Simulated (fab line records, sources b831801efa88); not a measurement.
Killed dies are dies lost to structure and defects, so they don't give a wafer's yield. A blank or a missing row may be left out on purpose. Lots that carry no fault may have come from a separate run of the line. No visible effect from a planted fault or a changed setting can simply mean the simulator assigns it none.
Which tool was responsible?    flow sky130    24 lots with 72 wafers sampled at 6 steps, on a route of 708 steps

WHAT THE GAUGES READ, wafer by wafer
SKY_FIELD_ISO_THK_MEAS_02. Usual: FIELD_ISO_OXIDATION_00_THK gives 12.00 nm (standard deviation 0.24).
lot   measured     on             FIELD_ISO_OXIDATION_00_THK (nm)  flag
L074  day 1 13:16  film metro-02  11.73 11.50 11.66                
L075  day 1 17:30  film metro-02  11.63 11.71 11.48                
L076  day 1 22:14  film metro-02  12.11 12.24 12.26                
L077  day 2 03:49  film metro-01  11.91 11.99 12.28                
L078  day 2 08:09  film metro-04  12.10 11.85 12.07                
L079  day 2 12:38  film metro-02  12.17 12.45 12.24                
L080  day 2 18:23  film metro-02  12.04 12.07 11.83                
L081  day 2 22:40  film metro-02  11.95 12.03 12.09                
L082  day 3 03:42  film metro-01  12.25 12.26 12.32                
L083  day 3 09:28  film metro-04  11.69 11.83 11.62                
L084  day 3 14:56  film metro-04  12.26 12.50 12.39                
L085  day 3 18:38  film metro-02  11.97 11.79 11.60                
L086  day 3 23:46  film metro-04  12.16 12.29 12.29                
L087  day 4 04:38  film metro-02  12.18 12.28 12.18                
L088  day 4 12:02  film metro-01  11.62 11.69 11.63                
L089  day 4 15:43  film metro-01  11.84 12.02 12.24                
L090  day 4 20:22  film metro-02  11.99 12.25 12.24                
L091  day 5 01:51  film metro-04  12.08 12.06 12.25                
L092  day 5 06:37  film metro-02  11.92 12.05 12.09                
L093  day 5 10:38  film metro-01  11.87 11.90 12.01                
L094  day 5 16:01  film metro-04  12.02 12.04 12.02                
L095  day 5 20:38  film metro-04  11.50 11.59 11.66                
L096  day 6 02:47  film metro-01  11.89 11.80 11.88                
L097  day 6 06:40  film metro-01  11.97 12.27 12.05                

SKY_SONOS_ONO_THK_MEAS_01. Usual: SONOS_ONO_OXIDATION_THK gives 2.60 nm (standard deviation 0.061).
lot   measured      on             SONOS_ONO_OXIDATION_THK (nm)  flag
L074  day 11 07:34  film metro-01  2.71 2.67 2.65                
L075  day 11 15:38  film metro-01  2.65 2.66 2.70                
L076  day 11 23:43  film metro-02  2.76 2.73 2.64                
L077  day 12 03:55  film metro-02  2.69 2.66 2.65                
L078  day 12 15:23  film metro-02  2.58 2.66 2.63                
L079  day 12 19:07  film metro-02  2.63 2.62 2.55                
L080  day 13 13:10  film metro-02  2.57 2.62 2.60                
L081  day 14 01:56  film metro-04  2.64 2.64 2.63                
L082  day 14 08:50  film metro-01  2.58 2.59 2.50                
L083  day 14 12:31  film metro-01  2.56 2.42 2.52                
L084  day 14 22:46  film metro-04  2.61 2.61 2.59                
L085  day 15 00:07  film metro-04  2.69 2.67 2.61                
L086  day 15 14:41  film metro-02  2.65 2.55 2.52                
L087  day 15 15:03  film metro-04  2.58 2.57 2.54                
L088  day 16 00:55  film metro-02  2.53 2.63 2.56                
L089  day 16 13:39  film metro-02  2.63 2.62 2.63                
L090  day 16 13:38  film metro-01  2.57 2.59 2.63                
L091  day 16 23:13  film metro-01  2.64 2.60 2.60                
L092  day 17 09:05  film metro-01  2.55 2.56 2.64                
L093  day 18 00:07  film metro-01  2.59 2.53 2.56                
L094  day 18 21:14  film metro-02  2.58 2.57 2.63                
L095  day 19 04:28  film metro-02  2.64 2.62 2.61                
L096  day 19 04:28  film metro-04  2.60 2.68 2.66                
L097  day 19 17:05  film metro-02  2.51 2.52 2.61                

SKY_GATE_OXIDE_THK_MEAS_02. Usual: GATE_OXIDE_OXIDATION_00_THK gives 10.25 nm (standard deviation 0.18).
lot   measured      on             GATE_OXIDE_OXIDATION_00_THK (nm)  flag
L074  day 12 12:37  film metro-04  10.27 10.40 10.28                 
L075  day 12 21:11  film metro-03  10.30 10.55 10.27                 
L076  day 13 06:41  film metro-04  10.22 10.34 10.39                 
L077  day 13 13:17  film metro-03  10.26 10.31 10.06                 
L078  day 14 00:34  film metro-01  10.12 10.21 10.00                 
L079  day 14 05:37  film metro-01  10.17 10.06 10.23                 
L080  day 14 20:16  film metro-01  10.57 10.37 10.37                 
L081  day 15 09:55  film metro-01  9.86 10.02 9.94                   
L082  day 15 16:28  film metro-01  10.10 10.09 10.10                 
L083  day 15 20:32  film metro-01  9.91 10.08 9.93                   
L084  day 16 07:43  film metro-01  10.07 9.98 10.01                  
L085  day 16 12:17  film metro-03  10.32 10.30 10.39                 
L086  day 17 00:34  film metro-03  10.59 10.49 10.45                 
L087  day 17 01:58  film metro-03  10.25 10.13 10.39                 
L088  day 17 13:15  film metro-01  10.25 10.29 10.22                 
L089  day 18 01:32  film metro-03  10.15 10.16 10.24                 
L090  day 18 01:31  film metro-01  10.09 10.08 10.30                 
L091  day 18 11:32  film metro-04  10.18 10.43 10.37                 
L092  day 18 18:46  film metro-03  10.43 10.47 10.39                 
L093  day 19 13:38  film metro-04  10.33 10.18 10.48                 
L094  day 20 09:51  film metro-03  10.39 10.30 10.34                 
L095  day 20 19:02  film metro-03  10.38 10.35 10.19                 
L096  day 20 19:32  film metro-04  10.27 9.94 10.21                  
L097  day 21 03:55  film metro-01  10.07 9.99 10.33                  

SKY_POLY_GATE_THK_MEAS_04. Usual: POLY_GATE_CVD_03_THK gives 75.0 nm (standard deviation 0.94).
lot   measured      on             POLY_GATE_CVD_03_THK (nm)  flag
L074  day 14 23:56  film metro-04  73.9 73.9 74.4             
L075  day 15 09:49  film metro-03  75.6 75.6 75.4             
L076  day 15 20:54  film metro-03  75.1 75.0 74.8             
L077  day 16 01:32  film metro-02  73.9 73.5 74.5             
L078  day 16 12:53  film metro-03  76.2 76.5 75.6             
L079  day 16 17:18  film metro-03  75.8 76.0 75.7             
L080  day 17 11:34  film metro-04  76.4 75.6 75.6             
L081  day 18 02:00  film metro-02  75.4 75.1 75.6             
L082  day 18 07:26  film metro-04  75.1 75.9 75.6             
L083  day 18 13:23  film metro-04  76.0 76.3 76.1             
L084  day 19 02:37  film metro-04  76.3 76.6 75.7             
L085  day 19 07:20  film metro-02  75.0 75.5 74.1             
L086  day 19 19:32  film metro-04  76.6 76.0 76.2             
L087  day 19 20:53  film metro-04  74.5 74.1 74.5             
L088  day 20 10:46  film metro-02  74.0 74.8 74.3             
L089  day 21 01:17  film metro-04  73.3 73.1 73.5             
L090  day 20 21:40  film metro-02  75.2 76.1 75.6             
L091  day 21 08:31  film metro-04  73.0 72.9 73.6             
L092  day 21 15:02  film metro-03  74.9 75.0 74.7             
L093  day 22 08:42  film metro-04  73.8 73.9 73.8             
L094  day 23 03:32  film metro-04  75.4 75.9 75.5             
L095  day 23 13:52  film metro-03  74.4 73.7 75.3             
L096  day 23 15:14  film metro-03  74.0 74.4 74.8             
L097  day 23 23:39  film metro-03  75.4 75.6 75.8             

SKY_PAD_OPEN_BOW_MEAS_13. Usual: PAD_OPEN_BOW gives 48 um (standard deviation 8.4).
lot   measured      on             PAD_OPEN_BOW (um)  flag
L074  day 46 04:34  film metro-03  54 52 47           
L075  day 46 06:38  film metro-01  52 48 44           
L076  day 46 15:08  film metro-01  55 60 55           
L077  day 46 22:34  film metro-01  42 29 34           
L078  day 47 02:10  film metro-01  48 37 43           
L079  day 47 04:48  film metro-03  51 42 61           
L080  day 47 16:32  film metro-01  46 53 56           
L081  day 48 05:11  film metro-03  63 58 54           
L082  day 48 07:19  film metro-01  40 41 39           
L083  day 48 11:56  film metro-03  50 52 46           
L084  day 49 07:07  film metro-01  57 44 49           
L085  day 49 07:52  film metro-03  34 43 47           
L086  day 49 08:37  film metro-01  60 48 52           
L087  day 49 09:22  film metro-01  41 33 50           
L088  day 49 14:20  film metro-03  37 35 40           
L089  day 49 23:59  film metro-01  52 44 55           
L090  day 50 01:25  film metro-02  46 65 37           
L091  day 50 02:55  film metro-02  66 46 52           
L092  day 50 12:07  film metro-03  45 43 48           
L093  day 50 17:53  film metro-01  30 30 48           
L094  day 51 08:28  film metro-03  51 55 46           
L095  day 51 08:49  film metro-02  47 47 41           
L096  day 51 09:58  film metro-02  60 62 57           
L097  day 51 13:23  film metro-02  57 39 59           

TOOL THAT RAN EACH LOT (tool first, then ch and the chambers of the sampled wafers, then the start)
lot   SKY_VT_ADJUST_NCORE_STRIP_10
L074  plasma asher-01 ch 0,1, day 8 09:58
L075  plasma asher-03 ch 0,1, day 8 17:04
L076  plasma asher-01 ch 1, day 9 00:28
L077  plasma asher-03 ch 0,1, day 9 05:10
L078  plasma asher-03 ch 0,1, day 9 14:25
L079  plasma asher-02 ch 0,1, day 9 17:29
L080  plasma asher-02 ch 0,1, day 10 09:13
L081  plasma asher-01 ch 0,1, day 10 19:48
L082  plasma asher-01 ch 0,1, day 11 01:05
L083  plasma asher-02 ch 0,1, day 11 04:46
L084  plasma asher-02 ch 0,1, day 11 14:41
L085  plasma asher-03 ch 0,1, day 11 16:13
L086  plasma asher-01 ch 0, day 12 05:37
L087  plasma asher-03 ch 0,1, day 12 05:50
L088  plasma asher-03 ch 0,1, day 12 13:34
L089  plasma asher-01 ch 0, day 13 01:04
L090  plasma asher-02 ch 0,1, day 13 01:25
L091  plasma asher-03 ch 0,1, day 13 10:13
L092  plasma asher-02 ch 0,1, day 13 17:28
L093  plasma asher-03 ch 0,1, day 14 08:44
L094  plasma asher-01 ch 0,1, day 15 03:04
L095  plasma asher-01 ch 0,1, day 15 09:38
L096  plasma asher-03 ch 0,1, day 15 09:13
L097  plasma asher-02 ch 0,1, day 15 20:00
- SKY_VT_ADJUST_NCORE_STRIP_10: strips in O2/N2.

AS READ BY THE TOOLS THEMSELVES (means over the sampled wafers that have a number; for cases with no such wafer, the mark the record gives instead)
SKY_VT_ADJUST_NCORE_STRIP_10. Usual: drypump motor current A 5.3 A, standard deviation 0.39; oes product au 0.715 a.u., standard deviation 0.0046; strip time to endpoint s 14.19 s, standard deviation 0.041.
lot   tool             drypump motor current A (A)  oes product au (a.u.)  strip time to endpoint s (s)  flag
L074  plasma asher-01  5.5                          0.708                  14.20                         
L075  plasma asher-03  5.3                          0.713                  14.20                         
L076  plasma asher-01  4.6                          0.717                  14.25                         
L077  plasma asher-03  5.3                          0.716                  14.20                         
L078  plasma asher-03  5.3                          0.714                  14.15                         
L079  plasma asher-02  5.3                          0.718                  14.19                         
L080  plasma asher-02  5.3                          0.714                  14.16                         
L081  plasma asher-01  5.5                          0.719                  14.23                         
L082  plasma asher-01  5.5                          0.715                  14.20                         
L083  plasma asher-02  5.3                          0.714                  14.11                         
L084  plasma asher-02  5.3                          0.716                  14.21                         
L085  plasma asher-03  5.3                          0.714                  14.16                         
L086  plasma asher-01  5.9                          0.719                  14.14                         
L087  plasma asher-03  5.3                          0.716                  14.20                         
L088  plasma asher-03  5.3                          0.712                  14.21                         
L089  plasma asher-01  5.9                          0.715                  14.17                         
L090  plasma asher-02  5.2                          0.717                  14.09                         
L091  plasma asher-03  5.3                          0.722                  14.20                         
L092  plasma asher-02  5.2                          0.715                  14.25                         
L093  plasma asher-03  5.3                          0.713                  14.17                         
L094  plasma asher-01  5.0                          0.720                  14.20                         
L095  plasma asher-01  5.5                          0.718                  14.20                         
L096  plasma asher-03  5.3                          0.710                  14.17                         
L097  plasma asher-02  5.3                          0.717                  14.18                         

THE ANSWER, worked out from the rows above alone
Rule: take the mean of a lot's wafers that have a number; if it is more than 3 standard deviations from the usual mean, the lot is off. A lot without any number at a reading at which 4 lots or more have one is off too. All remaining lots with rows at the step are treated as sound. After the gauges, taken in route order, come the tools' own readings; for these a lot's mean is taken, as printed above. The first step at which some lot is off is used, and at that step the reading that is off furthest; a lot without a number counts as furthest.
None of the lots is off at any reading shown; this tells nothing.

WHAT THE SIMULATOR HAD INSERTED
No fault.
